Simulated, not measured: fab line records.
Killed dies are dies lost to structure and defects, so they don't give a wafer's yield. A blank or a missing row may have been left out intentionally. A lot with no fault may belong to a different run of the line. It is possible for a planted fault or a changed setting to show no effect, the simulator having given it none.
Problem report in the 8D (eight disciplines) form, filled by code / flow gf180mcu / the parts of the form that need people (team, actions taken, sign-off) are left out

## 1. WHAT IS WRONG
Across 3 wafers from 2 lots, V5_CVD_02_THK at GF_V5_THK_MEAS_03 averages 503 nm, while fault-free wafers read 1453 nm with a standard deviation of 19. That is -50 standard deviations from the usual mean.
First observed at day 31 03:13: wafer L479.1, on film_metro-03. At this step, 36 wafers from 12 lots have a number in the record. By rule, "out" or "out of limits" means more than 4 standard deviations away from the usual mean. The other wafers with a number count as sound.

## 2. WHAT THIS IS AND IS NOT
question=which readings at this step | is=V5_CVD_02_THK | is not=-
question=which lots | is=L478, L479 | is not=L463, L464, L465, L466, L468, L470, L471, L474, L475, L480
question=which wafers of those lots | is=L478.6, L479.1, L479.6 | is not=L478.1, L478.4, L479.3
question=read on which gauges | is=film_metro-01, film_metro-03 | is not=film_metro-04
question=when | is=from day 31 03:13 | is not=up to then (28 sound wafers); but 5 sound wafers of L478, L480 came after

## 3. SUSPECTS, AND WHAT RULES EACH OUT
Counting: if a tool at a process step up to the reading ran every lot that is out, it stays a suspect. Sound lots after the first of them don't rule it out here, since some wafers of a struck lot are sound.
- ruled out: the gauge at GF_V5_THK_MEAS_03. 2 gauges (film_metro-01, film_metro-03) read the wafers that are out.
- pecvd-03 at GF_V5_CVD_02 (deposits SiO2 from TEOS, target thk 1450 nm, time 163.28 s): kept. It ran every lot that is out, first L479 (day 31 03:06); its last sound lot up to then is L475 (day 30 09:56).
- At GF_V5_CVD_02 on pecvd-03, chamber 0 took the sound wafers of the same lots and chamber 1 took the wafers that are out.
After counting, what remains is pecvd-03 at GF_V5_CVD_02.

## 4. THE CAUSE (what the simulator had put in)
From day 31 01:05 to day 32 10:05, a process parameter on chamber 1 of pecvd-03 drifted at GF_V5_CVD_02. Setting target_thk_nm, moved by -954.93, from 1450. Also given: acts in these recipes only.
After counting, this tool was the only one left.

## 5. THE CHAIN OF EFFECTS, in route order
One row per reading whose mean, taken over the struck wafers that have a number, lies over 3 standard deviations from the usual. Readings are gone through only where the record gives a usual standard deviation; hours: the median, over the lots, of the time from a lot's start at the first step in this table giving one to that lot's start at this step; sigmas: the change measured in usual standard deviations.
hours=0; step=GF_V5_THK_MEAS_03; reading=V5_CVD_02_THK; usual=1453 nm; on struck wafers=503; change=-950; sigmas=-50
hours=-; step=GF_V5_ETCH_17; reading=oes_product_au; usual=0.860 a.u.; on struck wafers=0.657; change=-0.203; sigmas=-51
Its process steps:
- GF_V5_ETCH_17: etches SiO2 in C4F8/O2/Ar, stops on TiN, target depth 855 nm.

## 6. WHAT WOULD HAVE CAUGHT IT SOONER
Counted from the fault's start at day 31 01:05, it took 2 hours until the first out-of-limits reading at a measuring or inspecting step in this record, taken at day 31 03:13.
An alarm limit of 4 standard deviations would not have fired on the tool readings at GF_V5_CVD_02 for which the record gives a usual standard deviation, since none of them was out on any struck wafer.
Lots out: 2; of these, L478 started GF_V5_CVD_02 on pecvd-03 after day 31 03:13. A hold on the tool at that time would have spared it.
